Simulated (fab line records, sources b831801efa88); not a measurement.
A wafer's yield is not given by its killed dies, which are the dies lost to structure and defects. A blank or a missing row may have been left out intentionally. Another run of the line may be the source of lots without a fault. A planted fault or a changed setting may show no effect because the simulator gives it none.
Matching of chambers || flow sky130 || SKY_VIA2_ETCH_15 on rie diel-02: 4 sister chambers
The step etches SiO2 in C4F8/O2/Ar, stops on TiN, target depth 546 nm, time 84 s. 8 wafers are shown with their chamber, then 11 later ones without.

== WAFERS PAIRED WITH THEIR CHAMBERS ==
{"wafer": "L079.5", "chamber": 1, "oes product au (a.u.)": 0.932}
{"wafer": "L080.1", "chamber": 1, "oes product au (a.u.)": 0.938}
{"wafer": "L083.5", "chamber": 2, "oes product au (a.u.)": 0.943}
{"wafer": "L085.2", "chamber": 2, "oes product au (a.u.)": 0.934}
{"wafer": "L086.2", "chamber": 0, "oes product au (a.u.)": 0.934}
{"wafer": "L086.4", "chamber": 3, "oes product au (a.u.)": 0.936}
{"wafer": "L086.6", "chamber": 0, "oes product au (a.u.)": 0.938}
{"wafer": "L087.2", "chamber": 3, "oes product au (a.u.)": 0.934}

== WAFERS MISSING THEIR CHAMBER ==
{"wafer": "L087.4", "oes product au (a.u.)": 0.951}
{"wafer": "L087.5", "oes product au (a.u.)": 0.941}
{"wafer": "L089.2", "oes product au (a.u.)": 0.932}
{"wafer": "L089.3", "oes product au (a.u.)": 0.938}
{"wafer": "L089.4", "oes product au (a.u.)": 0.940}
{"wafer": "L093.2", "oes product au (a.u.)": 0.941}
{"wafer": "L093.5", "oes product au (a.u.)": 0.948}
{"wafer": "L093.6", "oes product au (a.u.)": 0.941}
{"wafer": "L094.1", "oes product au (a.u.)": 0.936}
{"wafer": "L094.4", "oes product au (a.u.)": 0.940}
{"wafer": "L094.6", "oes product au (a.u.)": 0.943}

== WHICH CHAMBER EACH WENT THROUGH ==
{"wafer": "L087.4", "from the rows above": "can't be placed: 2 or 0 or 1 or 3", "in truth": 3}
{"wafer": "L087.5", "from the rows above": "can't be placed: 2 or 0 or 1 or 3", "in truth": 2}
{"wafer": "L089.2", "from the rows above": "can't be placed: 1 or 3 or 0 or 2", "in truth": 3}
{"wafer": "L089.3", "from the rows above": "can't be placed: 2 or 0 or 1 or 3", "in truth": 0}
{"wafer": "L089.4", "from the rows above": "can't be placed: 2 or 0 or 1 or 3", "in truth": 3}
{"wafer": "L093.2", "from the rows above": "can't be placed: 2 or 0 or 1 or 3", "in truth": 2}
{"wafer": "L093.5", "from the rows above": "can't be placed: 2 or 0 or 1 or 3", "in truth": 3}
{"wafer": "L093.6", "from the rows above": "can't be placed: 2 or 0 or 1 or 3", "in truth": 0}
{"wafer": "L094.1", "from the rows above": "can't be placed: 0 or 1 or 3 or 2", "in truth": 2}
{"wafer": "L094.4", "from the rows above": "can't be placed: 2 or 0 or 1 or 3", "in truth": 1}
{"wafer": "L094.6", "from the rows above": "can't be placed: 2 or 0 or 1 or 3", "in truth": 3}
Correct placement for 0 of the 11. From these rows, 11 cannot be placed; in 11 the true chamber is one of the candidates. Placed wrongly: 0.
How it was worked out, from the rows above alone: a wafer's distance from a chamber is the root of the sum, over the readings, of the square of ((its reading less the chamber's mean) divided by the reading's scatter). If the next closest chamber is less than 2 further off than the closest, the wafer can't be placed; otherwise it belongs to the closest. Each chamber's mean is taken over the wafers shown for it. The scatter is the square root of a quotient: the sum, over the shown wafers, of each reading's squared deviation from its chamber's mean, divided by wafers minus chambers.
